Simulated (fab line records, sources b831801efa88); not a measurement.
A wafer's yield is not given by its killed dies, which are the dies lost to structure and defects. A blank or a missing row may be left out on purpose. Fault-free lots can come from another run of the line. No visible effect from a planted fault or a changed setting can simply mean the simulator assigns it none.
The tool behind it: which one?	flow gf180mcu	24 lots (72 wafers sampled), 1 step of a 602-step route

## WHAT THE GAUGES SHOWED, per wafer
GF_V1_THK_MEAS_01.
lot	measured	on	V1_CVD_00_THK (nm)
L074	day 17 20:41	filmMetro-01	612 597 603
L075	day 18 08:49	filmMetro-01	591 588 593
L076	day 18 09:33	filmMetro-03	609 591 611
L077	day 18 21:04	filmMetro-02	594 600 598
L078	day 19 13:18	filmMetro-03	592 599 601
L079	day 19 23:02	filmMetro-03	593 601 583
L080	day 20 04:19	filmMetro-03	602 597 611
L082	day 20 19:01	filmMetro-03	598 600 609
L081	day 20 20:33	filmMetro-02	590 588 590
L083	day 21 04:19	filmMetro-01	590 606 592
L084	day 21 09:51	filmMetro-01	596 590 599
L085	day 21 17:13	filmMetro-02	585 595 597
L086	day 22 00:59	filmMetro-01	583 585 595
L087	day 22 10:13	filmMetro-03	600 606 599
L088	day 23 01:04	filmMetro-03	596 600 591
L089	day 23 12:43	filmMetro-03	600 611 599
L090	day 23 15:22	filmMetro-01	615 598 604
L091	day 23 23:42	filmMetro-03	610 605 596
L092	day 24 05:23	filmMetro-01	602 619 602
L093	day 24 15:19	filmMetro-01	611 605 606
L094	day 24 21:22	filmMetro-02	604 602 602
L095	day 25 09:35	filmMetro-03	597 590 603
L096	day 25 13:46	filmMetro-03	605 604 603
L097	day 25 20:59	filmMetro-03	611 601 610

## EACH LOT AND THE TOOL THAT RAN IT (in order: tool; ch and the chambers of the sampled wafers; start)
There is no process step in the record ahead of these readings.

## AS READ BY THE TOOLS THEMSELVES (means over the sampled wafers that have a number; for cases with no such wafer, the mark the record gives instead)
The record holds no such reading with a usual standard deviation.

## THE ANSWER, worked out from the rows above alone
Rule: the lots themselves supply what counts as usual. The widest of any qualifying gaps counts: lots, ordered by their means at a reading, are off when they make up no more than a third of the lots, leave a main group of 4 or more, and stand apart from it by 3 or more times the standard deviation of that group's means. The tables above print the reading to a certain number of digits; a main group whose means all agree to those digits is not used. A lot without any number at a reading at which 4 lots or more have one is off too. Where the step has rows for the other lots, those lots are counted as sound. Order of review: gauges by route order, followed by the tools' own readings, for which a lot's mean as printed above is used. The first step at which some lot is off is used, and at that step the reading that is off furthest; a lot without a number counts as furthest.
None of the lots is off at any reading shown; this tells nothing.

## WHAT THE SIMULATOR PUT IN
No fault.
